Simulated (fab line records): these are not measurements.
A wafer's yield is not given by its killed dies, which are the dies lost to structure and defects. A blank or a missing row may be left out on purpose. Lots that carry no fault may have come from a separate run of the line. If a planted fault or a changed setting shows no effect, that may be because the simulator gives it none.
Problem report in the 8D (eight disciplines) form, filled by code | flow gf180mcu | the parts of the form that need people (team, actions taken, sign-off) are left out

== 1. WHAT WENT WRONG ==
Across 6 wafers from 2 lots, V3_CVD_02_THK at GF_V3_THK_MEAS_03 averages 329 nm, while fault-free wafers read 849 nm with a standard deviation of 12. Relative to the usual mean, that is a shift of -43 standard deviations.
The first sign was on wafer L900.1 at day 25 15:04, on filmMetro-01. Wafers with a number at this step in the record: 36, from 12 lots. Rule for "out", or "out of limits": more than 4 standard deviations from the usual mean. Any other wafer with a number is counted as sound.

== 2. WHAT IT IS; WHAT IT IS NOT ==
question                    | is                         | is not
which readings at this step | V3_CVD_02_THK              | -
which lots                  | L900, L901                 | L889, L890, L892, L893, L894, L896, L897, L899, L910, L911
which wafers of those lots  | all that have a number     | -
read on which gauges        | filmMetro-01, filmMetro-02 | filmMetro-03
when                        | from day 25 15:04          | up to then (24 sound wafers); but 6 sound wafers of L910, L911 came after

== 3. WHAT RULES OUT EACH SUSPECT ==
Counting: a tool at any process step up to the reading remains a suspect when it ran all the lots that are out and ran no sound lot after the first of those.
- the gauge at GF_V3_THK_MEAS_03: ruled out. The wafers that are out were read on 2 gauges (filmMetro-01, filmMetro-02).
- pecvd-04 at GF_V3_CVD_02 (deposits SiO2 from TEOS, target thk 850 nm, time 94.851 s): kept. Every lot that is out went through it, starting with L900 (day 25 14:59), and after that it ran no sound lot; the last sound lot it ran before then is L899 (day 25 07:44). On those wafers its own readings are out: runLengthS.
The count leaves pecvd-04 at GF_V3_CVD_02.

== 4. THE CAUSE (what the simulator had put in) ==
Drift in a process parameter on pecvd-04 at GF_V3_CVD_02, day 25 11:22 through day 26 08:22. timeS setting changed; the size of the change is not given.
After counting, this tool was the only one left.

== 5. SEQUENCE OF EFFECTS, ordered by route ==
One row per reading whose mean, taken over the struck wafers that have a number, lies over 3 standard deviations from the usual. Only readings for which the record gives a usual standard deviation are gone through. hours: the time from each lot's start at the first step in this table that gives one to its start at this step, as a median over the lots. sigmas: the change in usual standard deviations.
hours | step              | reading       | usual      | on struck wafers | change | sigmas
0     | GF_V3_CVD_02      | runLengthS    | 122.7 s    | 64.2             | -58.5  | -99 or more
0     | GF_V3_THK_MEAS_03 | V3_CVD_02_THK | 849 nm     | 329              | -520   | -43
-     | GF_V3_ETCH_17     | oesProductAu  | 0.856 a.u. | 0.629            | -0.227 | -50
It contains these process steps:
- GF_V3_CVD_02: deposits SiO2 from TEOS, target thk 850 nm, time 94.851 s.
- GF_V3_ETCH_17: etches SiO2 in C4F8/O2/Ar, stops on TiN, target depth 635 nm.

== 6. WHAT WOULD HAVE CAUGHT IT SOONER ==
4 hours passed between the start of the fault at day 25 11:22 and the first reading out of limits at a measuring or inspecting step in this record, taken at day 25 15:04.
The tool's own readings at GF_V3_CVD_02 were out on every struck wafer that the step has a row for (runLengthS): an alarm limit on them would have fired on the first of those.
L901, from the lots that are out (2), started GF_V3_CVD_02 on pecvd-04 later than day 25 15:04. It would have been spared by a hold on the tool at that moment.
